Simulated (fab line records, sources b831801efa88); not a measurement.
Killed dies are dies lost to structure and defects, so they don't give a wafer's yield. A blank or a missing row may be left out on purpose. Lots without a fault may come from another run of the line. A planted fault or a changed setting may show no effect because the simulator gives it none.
One fault seen from 2 desks | flow gf180mcu | each desk has only its own numbers; what lay behind them comes last

THE TOOL OWNER'S DESK: pvd_sputter-03
The tool's own readings at GF_V1_SPUTTER_22 (material TiN, target thk 10 nm, time 40 s): means of the sampled wafers that have a number, for each lot that ran on this tool. A lot is out of limits, marked OUT, if its mean lies more than 4 standard deviations from the usual mean; the brackets give that distance.
Columns: A = throttle_valve_pct at GF_V1_SPUTTER_22, usual 30.4 %
lot  | first seen here | A
L683 | day 21 13:53    | 30.1
L687 | day 23 08:25    | 30.1
L695 | day 25 10:49    | 30.2
This desk's finding: nothing out of limits on any of the 3 lots.

THE METROLOGY DESK
What the gauges read, lot by lot, whatever tool the lot ran on: means of the sampled wafers that have a number. A lot is out of limits, marked OUT, if its mean lies more than 4 standard deviations from the usual mean; the brackets give that distance. Of its 12 readings 7 are shown: those that lie furthest out on some lot.
Columns: A = cd_nm at GF_V1_CD_MEAS_14, usual 259.9 nm; B = V1_OVL at GF_V1_OVL_MEAS_15, usual -3 nm; C = V1_W_RS at GF_V1_RS_MEAS_24, usual 0.329 ohm/sq; D = V1_W_THK at GF_V1_THK_MEAS_25, usual 355 nm; E = M2_OVL at GF_M2_OVL_MEAS_15, usual -1 nm; F = V2_CVD_00_THK at GF_V2_THK_MEAS_01, usual 599 nm; G = V2_OVL at GF_V2_OVL_MEAS_15, usual -2 nm
lot  | first seen here | A     | B   | C     | D   | E  | F   | G
L681 | day 20 13:32    | 259.6 | -3  | 0.327 | 362 | 2  | 602 | 5
L683 | day 21 13:01    | 260.8 | -5  | 0.329 | 355 | -1 | 601 | -1
L687 | day 23 07:32    | 258.1 | -12 | 0.331 | 345 | -7 | 602 | 1
L695 | day 25 10:00    | 261.2 | 0   | 0.325 | 361 | -7 | 609 | 8
L696 | day 25 16:29    | 259.6 | -1  | 0.331 | 355 | -5 | 594 | 0
This desk's finding: nothing out of limits on any of the 5 lots.

PUT TOGETHER
The tool owner's desk saw nothing out of limits.
The metrology desk saw nothing out of limits.

WHAT THE SIMULATOR HAD PUT IN
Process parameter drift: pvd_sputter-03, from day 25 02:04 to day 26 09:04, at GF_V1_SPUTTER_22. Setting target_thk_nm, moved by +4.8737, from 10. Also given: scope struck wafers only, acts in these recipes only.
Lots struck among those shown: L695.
